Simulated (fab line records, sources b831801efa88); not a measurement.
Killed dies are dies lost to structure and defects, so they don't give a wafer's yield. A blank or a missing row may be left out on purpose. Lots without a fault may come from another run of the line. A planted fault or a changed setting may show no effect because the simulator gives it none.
Which tool did it? | flow sfq_line | 15 lots, 45 wafers sampled, at 3 steps of a route of 325

WHAT THE GAUGES READ, wafer by wafer
The record holds no reading of a measuring or inspecting step that can be judged against a usual standard deviation.

WHICH TOOL RAN EACH LOT (tool, then ch and the chambers of the sampled wafers, then the start)
lot  | SFQ_TRILAYER_L0_VIA_BARC_OPEN_VIA_ETCH_021 | SFQ_TRILAYER_L0_VIA_ETCH_VIA_ETCH_016 | SFQ_TRILAYER_M0_LITHO_EXPOSE_022
L291 | rie_diel-03 ch 0,2,3, day 7 08:10          | rie_diel-03 ch 0,2,3, day 7 08:12     | krf_scanner-01 ch 0, day 10 14:55
L292 | rie_diel-03 ch 0,1,2, day 7 12:58          | rie_diel-03 ch 0,1,2, day 7 13:00     | krf_scanner-01 ch 0, day 10 23:31
L293 | rie_diel-01 ch 2,3, day 7 20:10            | rie_diel-01 ch 2,3, day 7 20:12       | krf_scanner-01 ch 0, day 11 09:19
L294 | rie_diel-03 ch 1,3, day 8 07:22            | rie_diel-03 ch 1,3, day 8 07:24       | krf_scanner-02 ch 0, day 12 02:03
L297 | rie_diel-01 ch 1,3, day 9 06:10            | rie_diel-01 ch 1,3, day 9 06:12       | krf_scanner-02 ch 0, day 13 09:15
L299 | rie_diel-03 ch 1,2,3, day 9 14:34          | rie_diel-03 ch 1,2,3, day 9 14:36     | krf_scanner-02, day 14 00:39
L300 | rie_diel-01 ch 0,1, day 9 21:16            | rie_diel-01 ch 0,1, day 9 21:18       | krf_scanner-01, day 14 12:58
L301 | rie_diel-01 ch 1,3, day 9 23:40            | rie_diel-01 ch 1,3, day 9 23:42       | krf_scanner-01, day 14 15:34
L307 | rie_diel-03 ch 1,2,3, day 11 17:40         | rie_diel-03 ch 1,2,3, day 11 17:42    | krf_scanner-01 ch 0, day 16 22:58
L308 | rie_diel-01 ch 1,3, day 12 10:35           | rie_diel-01 ch 1,3, day 12 10:37      | krf_scanner-02 ch 0, day 17 14:29
L310 | rie_diel-01 ch 0,1,2, day 12 18:59         | rie_diel-01 ch 0,1,2, day 12 19:01    | krf_scanner-02 ch 0, day 17 23:53
L311 | rie_diel-01 ch 1,2,3, day 13 00:59         | rie_diel-01 ch 1,2,3, day 13 01:01    | krf_scanner-02 ch 0, day 18 07:17
L312 | rie_diel-01 ch 0,2,3, day 13 05:47         | rie_diel-01 ch 0,2,3, day 13 05:49    | krf_scanner-02 ch 0, no start
L313 | rie_diel-01 ch 0,1,2, day 13 16:35         | rie_diel-01 ch 0,1,2, day 13 16:37    | krf_scanner-02 ch 0, day 19 01:41
L314 | rie_diel-04 ch 0,1,3, day 14 00:59         | rie_diel-04 ch 0,1,3, day 14 01:01    | krf_scanner-02 ch 0, day 19 11:53
- SFQ_TRILAYER_L0_VIA_BARC_OPEN_VIA_ETCH_021: etches BARC in O2, target depth 125 nm, time 41.7 s.
- SFQ_TRILAYER_L0_VIA_ETCH_VIA_ETCH_016: etches SiO2 in CHF3, stops on MoNx KI, target depth 80 nm.
- SFQ_TRILAYER_M0_LITHO_EXPOSE_022: exposes mask M0, target cd 500 nm.

WHAT THE TOOLS THEMSELVES READ (means of the sampled wafers that have a number; where no wafer has one, the mark that the record gives instead)
SFQ_TRILAYER_L0_VIA_BARC_OPEN_VIA_ETCH_021. Usual: bias_w 79.97 W, standard deviation 0.25; chamber_pressure_mTorr 30.000 mTorr, standard deviation 0.027; drypump_motor_current_A 5.6 A, standard deviation 0.42; oes_product_au 0.685 a.u., standard deviation 0.0042.
lot  | tool        | bias_w (W) | chamber_pressure_mTorr (mTorr) | drypump_motor_current_A (A) | oes_product_au (a.u.) | flag
L291 | rie_diel-03 | 79.82      | 29.999                         | 5.8                         | 0.685                 |
L292 | rie_diel-03 | 80.09      | 30.026                         | 5.8                         | 0.682                 |
L293 | rie_diel-01 | 79.92      | 30.013                         | 5.1                         | 0.688                 |
L294 | rie_diel-03 | 79.84      | 29.967                         | 6.0                         | 0.682                 |
L297 | rie_diel-01 | 79.74      | 29.973                         | 5.1                         | 0.690                 |
L299 | rie_diel-03 | -          | -                              | -                           | -                     | OFF
L300 | rie_diel-01 | -          | -                              | -                           | -                     | OFF
L301 | rie_diel-01 | -          | -                              | -                           | -                     | OFF
L307 | rie_diel-03 | 80.04      | 29.977                         | 5.9                         | 0.687                 |
L308 | rie_diel-01 | 79.76      | 30.003                         | 5.1                         | 0.683                 |
L310 | rie_diel-01 | 79.86      | 29.977                         | 5.3                         | 0.681                 |
L311 | rie_diel-01 | 80.20      | 30.010                         | 5.1                         | 0.686                 |
L312 | rie_diel-01 | 79.89      | 29.999                         | 5.3                         | 0.683                 |
L313 | rie_diel-01 | 79.68      | 29.995                         | 5.3                         | 0.684                 |
L314 | rie_diel-04 | 79.93      | 29.990                         | 6.2                         | 0.696                 |

SFQ_TRILAYER_L0_VIA_ETCH_VIA_ETCH_016. Usual: bias_w 80.03 W, standard deviation 0.21; chamber_pressure_mTorr 29.998 mTorr, standard deviation 0.027; drypump_motor_current_A 5.6 A, standard deviation 0.42; oes_product_au 0.842 a.u., standard deviation 0.0077.
lot  | tool        | bias_w (W) | chamber_pressure_mTorr (mTorr) | drypump_motor_current_A (A) | oes_product_au (a.u.) | flag
L291 | rie_diel-03 | 80.17      | 29.986                         | 5.8                         | 0.835                 |
L292 | rie_diel-03 | 80.07      | 30.025                         | 5.8                         | 0.841                 |
L293 | rie_diel-01 | 80.06      | 30.008                         | 5.1                         | 0.843                 |
L294 | rie_diel-03 | 80.21      | 30.003                         | 6.0                         | 0.844                 |
L297 | rie_diel-01 | 79.91      | 30.012                         | 5.1                         | 0.850                 |
L299 | rie_diel-03 | 80.13      | 30.004                         | 5.8                         | 0.372                 | OFF
L300 | rie_diel-01 | 80.07      | 30.016                         | 5.3                         | 0.372                 | OFF
L301 | rie_diel-01 | 80.23      | 30.011                         | 5.1                         | 0.376                 | OFF
L307 | rie_diel-03 | 79.97      | 30.005                         | 5.9                         | 0.847                 |
L308 | rie_diel-01 | 80.10      | 29.988                         | 5.1                         | 0.838                 |
L310 | rie_diel-01 | 79.91      | 30.014                         | 5.3                         | 0.845                 |
L311 | rie_diel-01 | 80.10      | 30.005                         | 5.1                         | 0.848                 |
L312 | rie_diel-01 | 80.24      | 29.976                         | 5.3                         | 0.831                 |
L313 | rie_diel-01 | 79.80      | 29.991                         | 5.3                         | 0.839                 |
L314 | rie_diel-04 | 80.25      | 29.993                         | 6.2                         | 0.844                 |

SFQ_TRILAYER_M0_LITHO_EXPOSE_022. Usual: exposure_dose_mJ_cm2 14.398, standard deviation 0.016; focus_offset_nm 0.0 nm, standard deviation 0.48.
lot  | tool           | exposure_dose_mJ_cm2 | focus_offset_nm (nm) | flag
L291 | krf_scanner-01 | 14.406               | -0.6                 |
L292 | krf_scanner-01 | 14.408               | -0.4                 |
L293 | krf_scanner-01 | 14.414               | 0.3                  |
L294 | krf_scanner-02 | 14.386               | 0.2                  |
L297 | krf_scanner-02 | 14.399               | -0.1                 |
L299 | krf_scanner-02 | -                    | -                    | OFF
L300 | krf_scanner-01 | -                    | -                    | OFF
L301 | krf_scanner-01 | -                    | -                    | OFF
L307 | krf_scanner-01 | 14.423               | 0.2                  |
L308 | krf_scanner-02 | 14.370               | -0.2                 |
L310 | krf_scanner-02 | 14.427               | -0.1                 |
L311 | krf_scanner-02 | 14.384               | 0.2                  |
L312 | krf_scanner-02 | 14.415               | -0.3                 |
L313 | krf_scanner-02 | 14.392               | -0.2                 |
L314 | krf_scanner-02 | 14.404               | -0.3                 |

THE ANSWER, worked out from the rows above alone
Rule: a lot is off if the mean of its wafers that have a number lies more than 3 standard deviations from the usual mean. A lot without any number at a reading at which 4 lots or more have one is off too. The other lots that the step has rows for count as sound. The gauges are gone through in route order, then the tools' own readings, and for those a lot's mean is taken as printed above. The first step at which some lot is off is used, and at that step the reading that is off furthest; a lot without a number counts as furthest.
Off: L299, L300, L301, at SFQ_TRILAYER_L0_VIA_BARC_OPEN_VIA_ETCH_021 (bias_w). Without a number there: L299, L300, L301.
A tool fits if, at that step or a process step before it, it ran every lot that is off, and no sound lot after the first of them. None of those tried fits.

WHAT THE SIMULATOR HAD PUT IN
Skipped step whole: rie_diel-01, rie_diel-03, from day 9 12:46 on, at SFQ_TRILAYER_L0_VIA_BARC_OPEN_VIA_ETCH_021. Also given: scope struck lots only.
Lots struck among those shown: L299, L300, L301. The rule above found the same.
